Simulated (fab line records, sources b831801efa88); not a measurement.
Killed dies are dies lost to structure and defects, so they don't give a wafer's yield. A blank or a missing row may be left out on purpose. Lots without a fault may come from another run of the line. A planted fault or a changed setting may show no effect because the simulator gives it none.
Which tool did it? | flow sky130 | 12 lots, 36 wafers sampled, at 2 steps of a route of 708

WHAT THE GAUGES READ, wafer by wafer
SKY_VIA4_THK_MEAS_01. Usual: VIA4_HDPCVD_THK 1748 nm, standard deviation 18.
lot  | measured     | on            | VIA4_HDPCVD_THK (nm) | flag
L535 | day 42 03:14 | film_metro-01 | 1737 1763 1744       |
L537 | day 42 07:16 | film_metro-01 | 1751 1759 1741       |
L538 | day 42 14:31 | film_metro-03 | 1765 1766 1764       |
L541 | day 43 11:00 | film_metro-02 | 1748 1763 1730       |
L542 | day 44 00:17 | film_metro-01 | 1766 1736 1741       |
L547 | day 45 17:40 | film_metro-02 | 1761 1768 1751       |
L546 | day 45 20:56 | film_metro-02 | 1707 1714 1723       |
L548 | day 46 10:48 | film_metro-02 | 1763 1736 1756       |
L550 | day 46 13:32 | film_metro-01 | 1735 1740 1739       |
L554 | day 47 05:31 | film_metro-02 | 1717 1731 1682       |
L555 | day 47 05:58 | film_metro-02 | 1775 1743 1741       |
L557 | day 47 19:37 | film_metro-01 | 1725 1743 1729       |

WHICH TOOL RAN EACH LOT (tool, then ch and the chambers of the sampled wafers, then the start)
lot  | SKY_VIA3_STRIP_17
L535 | wet_bench-04 ch 3, day 39 23:12
L537 | wet_bench-04 ch 0, day 40 03:14
L538 | wet_bench-04 ch 2, day 40 11:12
L541 | wet_bench-04 ch 3, day 41 08:12
L542 | wet_bench-04 ch 3, day 41 23:20
L547 | wet_bench-04 ch 1, day 43 18:00
L546 | wet_bench-04 ch 2, day 43 21:18
L548 | wet_bench-04 ch 2, day 44 12:12
L550 | wet_bench-03 ch 2, day 44 14:39
L554 | wet_bench-02 ch 1, day 45 08:14
L555 | wet_bench-02 ch 1, day 45 09:14
L557 | wet_bench-03 ch 2, day 46 00:00
- SKY_VIA3_STRIP_17: strips in post etch residue remover, time 1200 s.

WHAT THE TOOLS THEMSELVES READ (means of the sampled wafers that have a number; where no wafer has one, the mark that the record gives instead)
SKY_VIA3_STRIP_17. Usual: bath_heat_duty_pct 13.7 %, standard deviation 1.3; temp_c 72.48 C, standard deviation 0.13.
lot  | tool         | bath_heat_duty_pct (%) | temp_c (C) | flag
L535 | wet_bench-04 | 12.1                   | 72.52      |
L537 | wet_bench-04 | 14.3                   | 72.42      |
L538 | wet_bench-04 | 13.3                   | 72.56      |
L541 | wet_bench-04 | 12.3                   | 72.34      |
L542 | wet_bench-04 | 12.7                   | 72.34      |
L547 | wet_bench-04 | 14.1                   | 72.36      |
L546 | wet_bench-04 | 12.7                   | 72.44      |
L548 | wet_bench-04 | 13.1                   | 72.46      |
L550 | wet_bench-03 | 14.2                   | 72.37      |
L554 | wet_bench-02 | 12.1                   | 72.48      |
L555 | wet_bench-02 | 12.6                   | 72.60      |
L557 | wet_bench-03 | 15.1                   | 72.44      |

THE ANSWER, worked out from the rows above alone
Rule: a lot is off if the mean of its wafers that have a number lies more than 3 standard deviations from the usual mean. A lot without any number at a reading at which 4 lots or more have one is off too. The other lots that the step has rows for count as sound. The gauges are gone through in route order, then the tools' own readings, and for those a lot's mean is taken as printed above. The first step at which some lot is off is used, and at that step the reading that is off furthest; a lot without a number counts as furthest.
No lot is off at any reading shown: from this, nothing can be told.

WHAT THE SIMULATOR HAD PUT IN
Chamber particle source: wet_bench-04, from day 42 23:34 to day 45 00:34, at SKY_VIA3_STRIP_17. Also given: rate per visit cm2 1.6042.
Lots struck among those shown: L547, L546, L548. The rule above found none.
